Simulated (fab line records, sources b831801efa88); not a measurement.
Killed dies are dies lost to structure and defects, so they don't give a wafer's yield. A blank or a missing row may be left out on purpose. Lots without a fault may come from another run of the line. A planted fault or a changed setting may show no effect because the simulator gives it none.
One fault seen from 2 desks | flow gf180mcu | each desk has only its own numbers; what lay behind them comes last

THE TOOL OWNER'S DESK: pvd_sputter-01
The tool's own readings at GF_MIM_SPUTTER_00 (material Ti, target thk 37.5 nm, time 150 s): means of the sampled wafers that have a number, for each lot that ran on this tool. A lot is out of limits, marked OUT, if its mean lies more than 4 standard deviations from the usual mean; the brackets give that distance.
Columns: A = throttle_valve_pct at GF_MIM_SPUTTER_00, usual 29.8 %
lot  | first seen here | A
L838 | day 28 21:13    | 30.3
L837 | day 29 00:35    | 30.3
This desk's finding: nothing out of limits on any of the 2 lots.

THE METROLOGY DESK
What the gauges read, lot by lot, whatever tool the lot ran on: means of the sampled wafers that have a number. A lot is out of limits, marked OUT, if its mean lies more than 4 standard deviations from the usual mean; the brackets give that distance.
Columns: A = V4_OVL at GF_V4_OVL_MEAS_15, usual -2 nm; B = V4_W_RS at GF_V4_RS_MEAS_24, usual 0.328 ohm/sq; C = V4_W_THK at GF_V4_THK_MEAS_25, usual 364 nm; D = MIM_CVD_05_THK at GF_MIM_THK_MEAS_06, usual 41.8 nm; E = MIM_ALCU_RS at GF_MIM_RS_MEAS_10, usual 0.1577 ohm/sq; F = MIM_ALCU_THK at GF_MIM_THK_MEAS_11, usual 201.0 nm
lot  | first seen here | A   | B     | C   | D    | E      | F
L826 | day 24 08:43    | 2   | 0.327 | 367 | 41.9 | 0.1582 | 200.8
L828 | day 25 06:26    | 1   | 0.327 | 360 | 41.8 | 0.1601 | 200.7
L830 | day 25 20:02    | -13 | 0.331 | 364 | 42.6 | 0.1584 | 200.2
L838 | day 28 19:47    | 2   | 0.329 | 364 | 41.7 | 0.1601 | 195.6
L837 | day 28 23:09    | 3   | 0.326 | 363 | 41.9 | 0.1574 | 202.3
L843 | day 30 03:15    | -6  | 0.333 | 356 | 42.0 | 0.1562 | 201.7
This desk's finding: nothing out of limits on any of the 6 lots.

PUT TOGETHER
The tool owner's desk saw nothing out of limits.
The metrology desk saw nothing out of limits.

WHAT THE SIMULATOR HAD PUT IN
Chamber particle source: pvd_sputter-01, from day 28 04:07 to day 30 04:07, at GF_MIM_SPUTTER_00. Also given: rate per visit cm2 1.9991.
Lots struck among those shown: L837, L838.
